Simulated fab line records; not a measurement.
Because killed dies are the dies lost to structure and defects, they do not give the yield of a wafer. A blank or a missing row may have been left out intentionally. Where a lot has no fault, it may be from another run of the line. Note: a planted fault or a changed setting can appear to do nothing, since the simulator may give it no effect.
Struck lot and sound lot, side by side || flow sky130 || 16 steps out of a route of 708
Sound: the wafers L218.2, L218.3, L218.6. Struck: wafers L235.3, L235.6 (left out: L235.5, a lot-mate that was not struck); the cause follows at the end.
For every step that has rows: the tool of each side, followed by ch and its chambers, followed by its first start. Under that, the readings that differ: sound wafers || struck wafers || difference of the means || sigmas: that difference in standard deviations of wafers without a fault.
alike: readings with means less than 2 such deviations apart, plus words and numbers identical on both sides. not compared: withheld readings, readings lacking a value on some wafer, bounds such as >300 that could conceal the same value, and numbers that have no deviation in the record and whose values overlap.
The two part at a step that has a row with sigmas, a row that says differs or no value, or rows on one side only. When numbers do not overlap yet have no deviation, they are printed without sigmas and do not part them. Lack of a reading on every wafer of one side parts them only where that side has two or more wafers.

first, 9 steps without rows for these wafers: SKY_CAPM_CLEAN_17 (cleans in O3/DIW); SKY_METAL3_DEHYDRATE_05 (time 60 s); SKY_METAL3_HMDS_06 (prime time 60 s); SKY_METAL3_COAT_07 (resist thk 60 nm); SKY_METAL3_COAT_08 (resist thk 1140 nm); SKY_METAL3_SOFTBAKE_09 (time 90 s); SKY_METAL3_EXPOSE_10 (exposes mask MM3, target cd 300 nm); SKY_METAL3_PEB_11; SKY_METAL3_DEVELOP_12 (develop time 60 s).
SKY_METAL3_CD_MEAS_13: target cd 300 nm.
  struck on cd-sem-01, day 43 06:41; sound on cd-sem-01, day 38 06:43
  alike: cd-nm
SKY_METAL3_OVL_MEAS_14:
  struck on overlay-02, day 43 06:47; sound on overlay-01, day 38 06:49
  alike: METAL3_OVL
SKY_METAL3_DESCUM_15: chemistry O2, time 8 s.
  sound on rie-metal-01 ch 0,1, day 38 06:51; struck on rie-metal-01 ch 1, day 43 06:49
  alike: drypump-motor-current-A, oes-product-au
  not compared: rf-hours-counter-h
SKY_METAL3_ETCH_16: etches BARC in N2/H2, stops on SiO2, time 85.97 s, target depth 60 nm.
  sound on rie-metal-01 ch 0,1, day 38 06:53; struck on rie-metal-01 ch 1, day 43 06:52
{"reading": "model.KrF-thick_of_METAL3_COAT_08.thk-nm (nm)", "sound": "1061 1059 1060", "struck": "1072 1073", "difference": "+12", "sigmas": ""}
  alike: drypump-motor-current-A, oes-product-au, throttle-valve-pct
  not compared: rf-hours-counter-h, model.METAL3.cd-nm
SKY_METAL3_ETCH_17: etches SiO2 in C4F8/O2/Ar, stops on TiN, time 3.9 s, target depth 15 nm.
  sound on rie-diel-04 ch 0,2,3, day 38 06:59; struck on rie-diel-01 ch 3, day 43 06:56
  alike: oes-product-au
  not compared: rf-hours-counter-h, model.METAL3.cd-nm
SKY_METAL3_METAL_ETCH_18: etches the open film in Cl2/BCl3, stops on SiO2, target depth 845 nm, time 183.1 s.
  sound on rie-metal-04 ch 0, day 38 07:00; struck on rie-metal-02 ch 0, day 43 07:01
{"reading": "drypump-motor-current-A (A)", "sound": "5.1 5.1 5.1", "struck": "6.1 6.1", "difference": "+1.0", "sigmas": "+2"}
  alike: oes-product-au, throttle-valve-pct
  not compared: rf-hours-counter-h
-- the record jumps here: 6 days lie between the struck wafers' starts before and after (it left off in module METAL3 and takes up again in module PAD_OPEN, whose first step shown is number 708 of the route) --
SKY_PAD_OPEN_PROBE_99:
  struck on prober-01, day 49 15:04; sound on prober-02, day 45 14:12
  alike: defect-limited-yield, killed_at_M0_to_M3, killed_at_M4_up, killed-at-contacts, killed-at-front-end, killed-at-other, killed-dies, killed-open, killed-short, sort_bin_3_pad_short, sort_bin_5_function, sort_bin_6_memory, sort-n-pass, sort-yield-pct

## WHERE THEY PART
Only at SKY_METAL3_METAL_ETCH_18, within this record. Later steps at which nothing parts them and some readings are alike: SKY_PAD_OPEN_PROBE_99.

WHY: what the simulator had put in
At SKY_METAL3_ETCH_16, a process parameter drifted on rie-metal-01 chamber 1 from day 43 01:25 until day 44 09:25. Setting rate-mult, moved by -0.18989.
